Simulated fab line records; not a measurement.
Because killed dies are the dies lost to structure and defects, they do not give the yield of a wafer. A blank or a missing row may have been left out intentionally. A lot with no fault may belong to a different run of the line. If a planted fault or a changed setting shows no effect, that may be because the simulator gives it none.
Which of the tools did it? + flow sky130 + 15 lots, 45 wafers sampled, at 5 steps of a route of 708

## WHAT THE GAUGES READ, wafer by wafer
SKY_RES_PROTECT_TW_MEAS_08.
| lot  | measured     | on            | POLY_GATE_TW   |
|------|--------------|---------------|----------------|
| L302 | day 14 18:42 | film_metro-01 | 4116 4120 4132 |
| L304 | day 15 21:23 | film_metro-01 | 4115 4114 4119 |
| L303 | day 16 02:28 | film_metro-01 | 4111 4112 4126 |
| L306 | day 16 09:23 | film_metro-01 | 4117 4117 4110 |
| L307 | day 17 05:18 | film_metro-04 | 4038 4039 4022 |
| L309 | day 17 13:12 | film_metro-04 | 4020 4010 4018 |
| L310 | day 17 19:50 | film_metro-01 | 4111 4095 4096 |
| L311 | day 18 07:40 | film_metro-04 | 4036 4030 4041 |
| L312 | day 18 13:23 | film_metro-02 | 4060 4052 4063 |
| L313 | day 19 05:16 | film_metro-02 | 4055 4063 4074 |
| L314 | day 19 10:35 | film_metro-04 | 4016 4018 4010 |
| L322 | day 22 07:01 | film_metro-02 | 4089 4076 4079 |
| L324 | day 22 22:35 | film_metro-04 | 4023 4012 4020 |
| L323 | day 23 01:32 | film_metro-02 | 4046 4054 4054 |
| L325 | day 23 17:39 | film_metro-01 | 4105 4069 4103 |

SKY_LDD_P_TW_MEAS_11.
| lot  | measured     | on            | LDD_P_TW    |
|------|--------------|---------------|-------------|
| L302 | day 18 13:52 | film_metro-03 | 626 630 625 |
| L304 | day 19 20:56 | film_metro-01 | 654 651 652 |
| L303 | day 20 02:22 | film_metro-01 | 650 647 649 |
| L306 | day 20 09:36 | film_metro-01 | 648 649 649 |
| L307 | day 21 05:37 | film_metro-01 | 647 647 647 |
| L309 | day 21 13:31 | film_metro-03 | 629 628 630 |
| L310 | day 21 23:53 | film_metro-01 | 646 649 650 |
| L311 | day 22 07:32 | film_metro-03 | 630 626 626 |
| L312 | day 22 14:42 | film_metro-03 | 30 30 30    |
| L313 | day 23 07:25 | film_metro-02 | 30 30 30    |
| L314 | day 23 11:21 | film_metro-01 | 31 31 31    |
| L322 | day 26 06:10 | film_metro-03 | 629 630 631 |
| L324 | day 26 19:30 | film_metro-02 | 637 641 637 |
| L323 | day 26 21:37 | film_metro-03 | 628 632 630 |
| L325 | day 27 13:16 | film_metro-01 | 645 642 644 |

SKY_LDD_HVN_OVL_MEAS_07.
| lot  | measured     | on         | LDD_HVN_OVL (nm) |
|------|--------------|------------|------------------|
| L302 | day 19 20:32 | overlay-02 | 0.2 1.9 2.5      |
| L304 | day 21 03:38 | overlay-02 | -2.7 -3.7 -3.3   |
| L303 | day 21 08:33 | overlay-02 | 2.5 1.6 0.4      |
| L306 | day 21 15:05 | overlay-01 | -2.7 -2.1 -1.4   |
| L307 | day 22 11:30 | overlay-01 | 1.2 0.0 -2.1     |
| L309 | day 22 19:47 | overlay-01 | -0.7 -1.2 -0.7   |
| L310 | day 23 05:35 | overlay-02 | -1.3 -2.2 -2.0   |
| L311 | day 23 13:27 | overlay-02 | 0.0 0.0 0.4      |
| L322 | day 27 09:51 | overlay-01 | 0.0 0.7 0.4      |
| L324 | day 27 23:59 | overlay-02 | 1.6 2.7 1.0      |
| L323 | day 28 02:08 | overlay-02 | 1.2 -0.3 1.3     |
| L325 | day 28 17:57 | overlay-01 | -1.5 -1.2 0.3    |

## TOOL THAT RAN EACH LOT (tool first, then ch and the chambers of the sampled wafers, then the start)
| lot  | SKY_GATE_OXIDE_STRIP_13              | SKY_LDD_P_IMPLANT_09            |
|------|--------------------------------------|---------------------------------|
| L302 | plasma_asher-03 ch 0, day 13 11:56   | implanter-04 ch 0, day 18 13:37 |
| L304 | plasma_asher-01 ch 0, day 14 14:59   | implanter-01 ch 0, day 19 20:41 |
| L303 | plasma_asher-03 ch 0,1, day 14 19:48 | implanter-04 ch 0, day 20 02:08 |
| L306 | plasma_asher-02 ch 0,1, day 14 23:11 | implanter-02 ch 0, day 20 09:21 |
| L307 | plasma_asher-02 ch 0,1, day 15 20:34 | implanter-02 ch 0, day 21 05:22 |
| L309 | plasma_asher-03 ch 0,1, day 16 04:49 | implanter-04 ch 0, day 21 13:16 |
| L310 | plasma_asher-01 ch 0,1, day 16 11:19 | implanter-01 ch 0, day 21 23:38 |
| L311 | plasma_asher-03 ch 0,1, day 16 22:52 | implanter-02 ch 0, day 22 07:19 |
| L312 | plasma_asher-01 ch 0,1, day 17 04:26 | implanter-04, day 22 14:27      |
| L313 | plasma_asher-03 ch 0,1, day 17 19:19 | implanter-02, day 23 07:13      |
| L314 | plasma_asher-01 ch 0,1, day 18 00:23 | implanter-02, day 23 11:06      |
| L322 | plasma_asher-01 ch 0,1, day 20 22:19 | implanter-04 ch 0, day 26 05:57 |
| L324 | plasma_asher-03 ch 0,1, day 21 13:59 | implanter-02 ch 0, day 26 19:15 |
| L323 | plasma_asher-01 ch 0,1, day 21 16:32 | implanter-04 ch 0, day 26 21:22 |
| L325 | plasma_asher-02 ch 0,1, day 22 07:53 | implanter-01 ch 0, day 27 13:01 |
- SKY_GATE_OXIDE_STRIP_13: strips in O2/N2.
- SKY_LDD_P_IMPLANT_09

## AS READ BY THE TOOLS THEMSELVES (means over the sampled wafers that have a number; for cases with no such wafer, the mark the record gives instead)
SKY_GATE_OXIDE_STRIP_13.
| lot  | tool            | chamber_pressure_mTorr (mTorr) | drypump_motor_current_A (A) | n2_flow_sccm (sccm) | oes_product_au (a.u.) | strip_time_to_endpoint_s (s) |
|------|-----------------|--------------------------------|-----------------------------|---------------------|-----------------------|------------------------------|
| L302 | plasma_asher-03 | 1500.9                         | 5.86                        | 300.1               | 0.718                 | 14.18                        |
| L304 | plasma_asher-01 | 1501.2                         | 5.44                        | 299.9               | 0.715                 | 14.13                        |
| L303 | plasma_asher-03 | 1501.0                         | 5.83                        | 298.7               | 0.714                 | 14.25                        |
| L306 | plasma_asher-02 | 1500.5                         | 5.24                        | 300.4               | 0.717                 | 14.15                        |
| L307 | plasma_asher-02 | 1498.9                         | 5.23                        | 300.1               | 0.717                 | 14.20                        |
| L309 | plasma_asher-03 | 1499.3                         | 5.80                        | 300.1               | 0.713                 | 14.18                        |
| L310 | plasma_asher-01 | 1500.9                         | 5.57                        | 300.8               | 0.712                 | 14.22                        |
| L311 | plasma_asher-03 | 1499.5                         | 5.80                        | 300.4               | 0.716                 | 14.14                        |
| L312 | plasma_asher-01 | 1499.4                         | 5.69                        | 300.5               | 0.717                 | 14.18                        |
| L313 | plasma_asher-03 | 1499.5                         | 5.80                        | 301.0               | 0.723                 | 14.24                        |
| L314 | plasma_asher-01 | 1500.7                         | 5.72                        | 300.5               | 0.716                 | 14.14                        |
| L322 | plasma_asher-01 | 1501.2                         | 5.70                        | 299.4               | 0.713                 | 14.14                        |
| L324 | plasma_asher-03 | 1499.9                         | 5.77                        | 299.9               | 0.714                 | 14.15                        |
| L323 | plasma_asher-01 | 1498.7                         | 5.58                        | 299.0               | 0.720                 | 14.21                        |
| L325 | plasma_asher-02 | 1499.9                         | 5.41                        | 300.4               | 0.717                 | 14.18                        |

SKY_LDD_P_IMPLANT_09.
| lot  | tool         | beam_energy_keV | beam_on_s (s) | dose_ions_cm2 |
|------|--------------|-----------------|---------------|---------------|
| L302 | implanter-04 | 25.002          | 9.91          | 9.9900e+12    |
| L304 | implanter-01 | 25.002          | 9.98          | 1.0004e+13    |
| L303 | implanter-04 | 25.002          | 9.98          | 9.9997e+12    |
| L306 | implanter-02 | 24.997          | 10.11         | 1.0000e+13    |
| L307 | implanter-02 | 25.009          | 9.89          | 1.0002e+13    |
| L309 | implanter-04 | 24.987          | 10.00         | 9.9930e+12    |
| L310 | implanter-01 | 24.994          | 9.93          | 1.0001e+13    |
| L311 | implanter-02 | 24.992          | 9.90          | 9.9893e+12    |
| L312 | implanter-04 | -               | -             | -             |
| L313 | implanter-02 | -               | -             | -             |
| L314 | implanter-02 | -               | -             | -             |
| L322 | implanter-04 | 24.987          | 9.96          | 1.0007e+13    |
| L324 | implanter-02 | 24.991          | 9.94          | 1.0002e+13    |
| L323 | implanter-04 | 25.012          | 10.17         | 1.0006e+13    |
| L325 | implanter-01 | 24.996          | 9.85          | 9.9897e+12    |

## THE ANSWER, worked out from the rows above alone
Rule: what is usual is taken from the lots themselves. The widest of any qualifying gaps counts: lots, ordered by their means at a reading, are off when they make up no more than a third of the lots, leave a main group of 4 or more, and stand apart from it by 3 or more times the standard deviation of that group's means. A main group is skipped when, at the precision printed for the reading in the tables above, its means are all equal. A lot without any number at a reading at which 4 lots or more have one is off too. Where the step has rows for the other lots, those lots are counted as sound. After the gauges, taken in route order, come the tools' own readings; for these a lot's mean is taken, as printed above. The first step at which some lot is off is used, and at that step the reading that is off furthest; a lot without a number counts as furthest.
Off: L312, L313, L314, at SKY_LDD_P_TW_MEAS_11 (LDD_P_TW). The main group has a mean of 639 with a standard deviation of 9.5.
If a tool, at a process step before that reading, ran all the lots that are off and no sound lot after the first of them, it fits. Not tried: the gauges at SKY_LDD_P_TW_MEAS_11; whatever is off there is also off at SKY_LDD_P_IMPLANT_09, on other tools, and gauge error can't account for it. Of those tried, none fits.

## WHAT THE SIMULATOR HAD PUT IN
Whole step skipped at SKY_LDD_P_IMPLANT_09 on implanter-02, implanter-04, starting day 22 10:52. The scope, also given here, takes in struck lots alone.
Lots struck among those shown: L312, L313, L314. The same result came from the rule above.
